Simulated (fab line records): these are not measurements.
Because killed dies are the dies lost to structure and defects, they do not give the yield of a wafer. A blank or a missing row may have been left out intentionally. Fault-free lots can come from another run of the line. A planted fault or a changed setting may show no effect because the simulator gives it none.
fab line records	flow gf180mcu
[record] lots = 7	wafers = 21	lastDay = 34
route steps=602 shown VT_IMPLANT@123 MVSD@136 NWELL@137 LVPWELL@138 MVPSD@139
lots that met no fault: taken from a fault-free run of the same line
startH: the number of hours between the record's first day and the start of the first shown wafer of the lot	waitH: hours since the lot's step before	" unchanged from the row above	L1.1+2: one row covering several wafers at once	- no value, or no start was given	* or withheld: withheld	< > ~ a bound
route shown NAME@n: a module of which the file shows steps, and the number in the route of the first	usual: the fault-free wafers' mean and standard deviation	same: alike in all rows	chamber/n: place in a boat	sites: readings site by site	_std_site: the standard deviation of these	_edge_site: outer sites' mean less inner sites'	radiusMm: how far each site lies from the wafer's centre	mask NAME#n: copy n	behind: the tool/chamber that last shaped the wafer	hold: reason for holding the lot/hours on hold/outcome of the hold	device: names the non-switching transistor (n, p or np)	end of line: tests run on the same wafers once the route is complete	where a step has no rows: the recipe by itself	killed: at the first sort, the dies lost to defects and structure; wafer yield is something else	map: a wafer's dies, marking killed ones x, the rest . and places with no die _
set.NAME: the run value of the setting; set.NAME@STEP: its run value at that earlier step	model.NAME: the simulator's own value behind a step, which no gauge read
lots seen at some steps along the route; tables by step, rows by wafer
services: when a tool's chamber went out of use (startH, in hours from the record's first day, below 0 if earlier), for how many hours, and the reason
[[steps]]
[step GF_VT_IMPLANT_DEHYDRATE_33]
[recipe] tempC = 200	timeS = 60
[step GF_VT_IMPLANT_HMDS_34]
[recipe] primeTimeS = 60	primeTempC = 120
[step GF_VT_IMPLANT_COAT_35]
[recipe] resist = NOVOLAK	spinRpm = 3000	resistThkNm = 1000
[step GF_VT_IMPLANT_SOFTBAKE_36]
[recipe] tempC = 90	timeS = 60	resist = NOVOLAK
[step GF_VT_IMPLANT_EXPOSE_37]
[recipe] maskId = Nwell_HV_AREA	targetCdNm = 860	na = 0.6	sourceShape = conventional	sigmaOuter = 0.6	doseMj = 140
[step GF_VT_IMPLANT_PEB_38]
[recipe] tempC = withheld	timeS = *	resist = NOVOLAK
[step GF_VT_IMPLANT_DEVELOP_39]
[recipe] developTimeS = 60	devTempC = 23
[step GF_VT_IMPLANT_OVL_MEAS_40]
[usual] VT_IMPLANT_03_OVL = 0.2/1.3
lot.wafer	tool	chamber	startH	waitH	VT_IMPLANT_03_OVL[nm]
L897.2	overlay-02	-	195.11	0.1	-3.1
L897.3	"	-	"	"	-2.3
L897.6	"	-	"	"	-2.3
L899.1	overlay-02	-	207.55	0.1	-0.3
L899.2	"	-	"	"	-1.4
L899.3	"	-	"	"	-0.9
L900.3	overlay-01	-	215.56	0.1	0.6
L900.4	"	-	"	"	0.3
L900.5	"	-	"	"	0.9
L901.1	overlay-01	-	221.19	0.1	1.2
L901.3	"	-	"	"	-0.7
L901.6	"	-	"	"	-0.5
L907.3	overlay-02	-	263.70	0.1	-0.8
L907.4	"	-	"	"	-0.6
L907.6	"	-	"	"	-1.6
L910.2	overlay-01	-	283.70	0.1	-1.3
L910.4	"	-	"	"	0.0
L910.5	"	-	"	"	1.2
L913.3	overlay-01	-	302.91	0.1	0.5
L913.4	"	-	"	"	-0.1
L913.6	"	-	"	"	0.9
[step GF_VT_IMPLANT_IMPLANT_41]
[recipe] species = As	energyKev = 70	doseCm2 = 1.013e+12	tiltDeg = 7
[step GF_VT_IMPLANT_STRIP_42]
[recipe] chemistry = O2/N2	powerW = 1400	pressureMtorr = 1500	platenTempC = 250	o2FlowSccm = 3000	n2FlowSccm = 300	overashFraction = 0.5
[usual] drypumpMotorCurrentA = 5.5/0.53	heaterPowerW = 356/17	oesProductAu = 0.716/0.0046	stripTimeToEndpointS = 12.63/0.032
lot.wafer	tool	chamber	startH	waitH	drypumpMotorCurrentA	heaterPowerW	oesProductAu	rfHoursCounterH	stripTimeToEndpointS
L897.2	plasmaAsher-03	0	195.29	0.1	5.4	351	0.714	54	12.60
L897.3	"	1	"	"	6.1	375	0.718	-	12.62
L897.6	"	1	"	"	6.1	364	0.719	-	12.63
L899.1	plasmaAsher-03	1	207.74	0.1	6.1	375	0.717	55	12.61
L899.2	"	0	"	"	5.5	346	0.720	55	12.63
L899.3	"	1	"	"	6.1	371	0.715	-	12.61
L900.3	plasmaAsher-04	1	215.76	0.1	5.0	376	0.719	-	12.65
L900.4	"	0	"	"	4.9	338	0.720	-	12.64
L900.5	"	1	"	"	5.1	377	0.713	-	12.67
L901.1	plasmaAsher-03	1	221.38	0.1	6.1	368	0.716	56	12.61
L901.3	"	1	"	"	6.1	356	0.717	-	12.61
L901.6	"	0	"	"	5.5	346	0.716	-	12.59
L907.3	plasmaAsher-02	0	263.91	0.1	6.6	352	0.715	-	12.65
L907.4	"	1	"	"	5.7	335	0.716	-	12.63
L907.6	"	1	"	"	5.7	327	0.721	-	12.63
L910.2	plasmaAsher-03	1	283.88	0.1	6.1	366	0.713	63	12.67
L910.4	"	0	"	"	5.4	337	0.716	-	12.64
L910.5	"	1	"	"	6.1	371	0.712	-	12.62
L913.3	plasmaAsher-03	0	303.12	0.1	5.5	341	0.718	-	12.61
L913.4	"	1	"	"	6.1	368	0.719	-	12.59
L913.6	"	1	"	"	6.1	379	0.709	-	12.58
[step GF_VT_IMPLANT_TW_MEAS_43]
[usual] VT_IMPLANT_4_TW = 697/3.4
lot.wafer	tool	chamber	startH	waitH	VT_IMPLANT_4_TW
L897.2	filmMetro-04	-	195.40	0.1	697
L897.3	"	-	"	"	694
L897.6	"	-	"	"	692
L899.1	filmMetro-04	-	207.84	0.1	696
L899.2	"	-	"	"	700
L899.3	"	-	"	"	693
L900.3	filmMetro-03	-	215.85	0.1	688
L900.4	"	-	"	"	692
L900.5	"	-	"	"	688
L901.1	filmMetro-04	-	221.48	0.1	694
L901.3	"	-	"	"	696
L901.6	"	-	"	"	699
L907.3	filmMetro-04	-	264.00	0.1	697
L907.4	"	-	"	"	700
L907.6	"	-	"	"	695
L910.2	filmMetro-02	-	283.99	0.1	696
L910.4	"	-	"	"	697
L910.5	"	-	"	"	697
L913.3	filmMetro-02	-	303.21	0.1	695
L913.4	"	-	"	"	700
L913.6	"	-	"	"	699
[step GF_VT_IMPLANT_CLEAN_44]
[recipe] chemistry = SC1/SC2	mix = 1:4:20	tempC = 70	timeS = 150	dry = n2Spin
[step GF_VT_IMPLANT_RTA_45]
[recipe] tempC = 1050	timeS = 30	ambient = N2
[usual] annealTempCMax = 1056.7/1.1	chamberO2Ppm = 2.003/0.018	lampPowerPct = 35.5/2.3	wafer_temp_C_max = 1054.6/1.7
lot.wafer	tool	chamber	startH	waitH	annealTempCMax	chamberO2Ppm	lampPowerPct	wafer_temp_C_max
L897.2	rtpAnneal-02	0	195.51	0.0	1058.1	2.023	32.9	1055.7
L897.3	"	0	"	"	1055.4	1.980	32.9	1055.8
L897.6	"	0	"	"	1056.3	2.012	32.9	1057.3
L899.1	rtpAnneal-02	-	207.95	0.0	-	-	-	-
L899.2	"	-	"	"	-	-	-	-
L899.3	"	-	"	"	-	-	-	-
L900.3	rtpAnneal-01	-	215.97	0.0	-	-	-	-
L900.4	"	-	"	"	-	-	-	-
L900.5	"	-	"	"	-	-	-	-
L901.1	rtpAnneal-01	-	221.59	0.0	-	-	-	-
L901.3	"	-	"	"	-	-	-	-
L901.6	"	-	"	"	-	-	-	-
L907.3	rtpAnneal-02	0	264.12	0.0	1056.8	1.993	32.9	1057.3
L907.4	"	0	"	"	1060.0	2.012	32.9	1056.2
L907.6	"	0	"	"	1056.1	2.029	32.9	1056.4
L910.2	rtpAnneal-01	0	284.10	0.0	1057.1	2.011	37.6	1054.3
L910.4	"	0	"	"	1057.3	2.000	37.6	1053.5
L910.5	"	0	"	"	1058.0	2.036	37.6	1054.4
L913.3	rtpAnneal-01	0	303.33	0.0	1055.7	2.041	37.6	1052.7
L913.4	"	0	"	"	1056.2	2.022	37.6	1053.7
L913.6	"	0	"	"	1056.6	2.025	37.6	1054.1
[step GF_VT_IMPLANT_RS_MEAS_46]
[recipe] thkMeasGauge = four-point-probe
[usual] MVSD_RS = 456.7/1.2
lot.wafer	tool	chamber	startH	waitH	MVSD_RS[ohm/sq]
L897.2	filmMetro-01	-	195.62	0.1	455.9
L897.3	"	-	"	"	455.7
L897.6	"	-	"	"	455.6
L899.1	filmMetro-03	-	208.05	0.1	132.8
L899.2	"	-	"	"	132.6
L899.3	"	-	"	"	132.9
L900.3	filmMetro-02	-	216.08	0.1	132.7
L900.4	"	-	"	"	133.0
L900.5	"	-	"	"	132.6
L901.1	filmMetro-01	-	221.69	0.1	132.9
L901.3	"	-	"	"	133.1
L901.6	"	-	"	"	132.8
L907.3	filmMetro-01	-	264.23	0.1	456.1
L907.4	"	-	"	"	455.0
L907.6	"	-	"	"	455.7
L910.2	filmMetro-01	-	284.21	0.1	458.1
L910.4	"	-	"	"	456.2
L910.5	"	-	"	"	458.2
L913.3	filmMetro-01	-	303.44	0.1	458.5
L913.4	"	-	"	"	458.9
L913.6	"	-	"	"	458.6
[step GF_VT_IMPLANT_RS_MEAS_47]
[recipe] thkMeasGauge = four-point-probe
[usual] NWELL_RS = 488.1/1.4
lot.wafer	tool	chamber	startH	waitH	NWELL_RS[ohm/sq]
L897.2	filmMetro-01	-	195.74	0.1	490.8
L897.3	"	-	"	"	489.4
L897.6	"	-	"	"	488.4
L899.1	filmMetro-03	-	208.17	0.1	132.7
L899.2	"	-	"	"	132.7
L899.3	"	-	"	"	132.9
L900.3	filmMetro-02	-	216.20	0.1	132.9
L900.4	"	-	"	"	132.9
L900.5	"	-	"	"	132.8
L901.1	filmMetro-01	-	221.81	0.1	133.1
L901.3	"	-	"	"	132.9
L901.6	"	-	"	"	133.1
L907.3	filmMetro-01	-	264.35	0.1	488.0
L907.4	"	-	"	"	487.1
L907.6	"	-	"	"	487.4
L910.2	filmMetro-01	-	284.33	0.1	491.0
L910.4	"	-	"	"	491.0
L910.5	"	-	"	"	490.2
L913.3	filmMetro-01	-	303.56	0.1	489.4
L913.4	"	-	"	"	489.6
L913.6	"	-	"	"	488.7
[step GF_VT_IMPLANT_RS_MEAS_48]
[recipe] thkMeasGauge = four-point-probe
[usual] LVPWELL_RS = 1197/3.4
lot.wafer	tool	chamber	startH	waitH	LVPWELL_RS[ohm/sq]
L897.2	filmMetro-01	-	195.86	0.1	1204
L897.3	"	-	"	"	1203
L897.6	"	-	"	"	1201
L899.1	filmMetro-03	-	208.29	0.1	133
L899.2	"	-	"	"	133
L899.3	"	-	"	"	133
L900.3	filmMetro-02	-	216.32	0.1	133
L900.4	"	-	"	"	133
L900.5	"	-	"	"	133
L901.1	filmMetro-01	-	221.93	0.1	133
L901.3	"	-	"	"	133
L901.6	"	-	"	"	133
L907.3	filmMetro-01	-	264.47	0.1	1196
L907.4	"	-	"	"	1196
L907.6	"	-	"	"	1196
L910.2	filmMetro-01	-	284.45	0.1	1195
L910.4	"	-	"	"	1198
L910.5	"	-	"	"	1199
L913.3	filmMetro-01	-	303.68	0.1	1193
L913.4	"	-	"	"	1193
L913.6	"	-	"	"	1195
[step GF_VT_IMPLANT_RS_MEAS_49]
[recipe] thkMeasGauge = four-point-probe
[usual] MVPSD_RS = 1169/3.8
lot.wafer	tool	chamber	startH	waitH	MVPSD_RS[ohm/sq]
L897.2	filmMetro-01	-	195.98	0.1	1170
L897.3	"	-	"	"	1167
L897.6	"	-	"	"	1169
L899.1	filmMetro-03	-	208.41	0.1	132
L899.2	"	-	"	"	133
L899.3	"	-	"	"	133
L900.3	filmMetro-02	-	216.44	0.1	133
L900.4	"	-	"	"	133
L900.5	"	-	"	"	133
L901.1	filmMetro-01	-	222.05	0.1	133
L901.3	"	-	"	"	133
L901.6	"	-	"	"	133
L907.3	filmMetro-01	-	264.59	0.1	1165
L907.4	"	-	"	"	1169
L907.6	"	-	"	"	1164
L910.2	filmMetro-01	-	284.57	0.1	1171
L910.4	"	-	"	"	1172
L910.5	"	-	"	"	1170
L913.3	filmMetro-01	-	303.80	0.1	1167
L913.4	"	-	"	"	1168
L913.6	"	-	"	"	1166
[step GF_VT_IMPLANT_WET_ETCH_50]
[recipe] chemistry = dHF	targetDepthNm = 20	target = SiO2	tempC = 25	dilution = 100:1	timeS = 400
[[services]]
tool	chamber	startH	hours	kind
plasmaAsher-03	-	214.96	1.5	repair
plasmaAsher-04	-	282.96	1.8	repair
plasmaAsher-04	-	292.25	0.9	repair
[[key]]
[firstSign] step = GF_VT_IMPLANT_RTA_45	reading = toolRecord	direction = missing
[effect] step = GF_VT_IMPLANT_RS_MEAS_46	reading = MVSD_RS	direction = down	sigmas = 99+	usual = 456.7	struck = 132.8
[effect] step = GF_VT_IMPLANT_RS_MEAS_47	reading = NWELL_RS	direction = down	sigmas = 99+	usual = 488.1	struck = 132.9
[effect] step = GF_VT_IMPLANT_RS_MEAS_48	reading = LVPWELL_RS	direction = down	sigmas = 99+	usual = 1197	struck = 133
[effect] step = GF_VT_IMPLANT_RS_MEAS_49	reading = MVPSD_RS	direction = down	sigmas = 99+	usual = 1169	struck = 133
metAt GF_VT_IMPLANT_RTA_45
struckWafers L899.1,L899.2,L899.3,L900.3,L900.4,L900.5,L901.1,L901.3,L901.6
laterRowsLeftOut L899.1,L899.2,L899.3,L900.3,L900.4,L900.5,L901.1,L901.3,L901.6
sortLeftOut L899.1,L899.2,L899.3,L900.3,L900.4,L900.5,L901.1,L901.3,L901.6
testerLeftOut L899,L900,L901
onsetBetween 195.51 207.95
[fault] kind = skippedStepWhole	tool = rtpAnneal-01,rtpAnneal-02	chamber = -	onsetH = 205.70	steps = GF_VT_IMPLANT_RTA_45	scope = struckLotsOnly
// testerLeftOut: of these lots the tester's yield and bins aren't shown, on N5 and GAA mostly nor the transistor test; their killed dies are dies lost to structure and defects alone, not to doping, threshold or leakage, so they don't give the yield
// sortLeftOut: the simulated sort isn't trusted on such a fault, so these wafers' sort isn't shown, and their yield isn't known
// laterRowsLeftOut: the simulator's readings of these wafers behind a module that went badly wrong aren't trusted and aren't shown, but for the sort
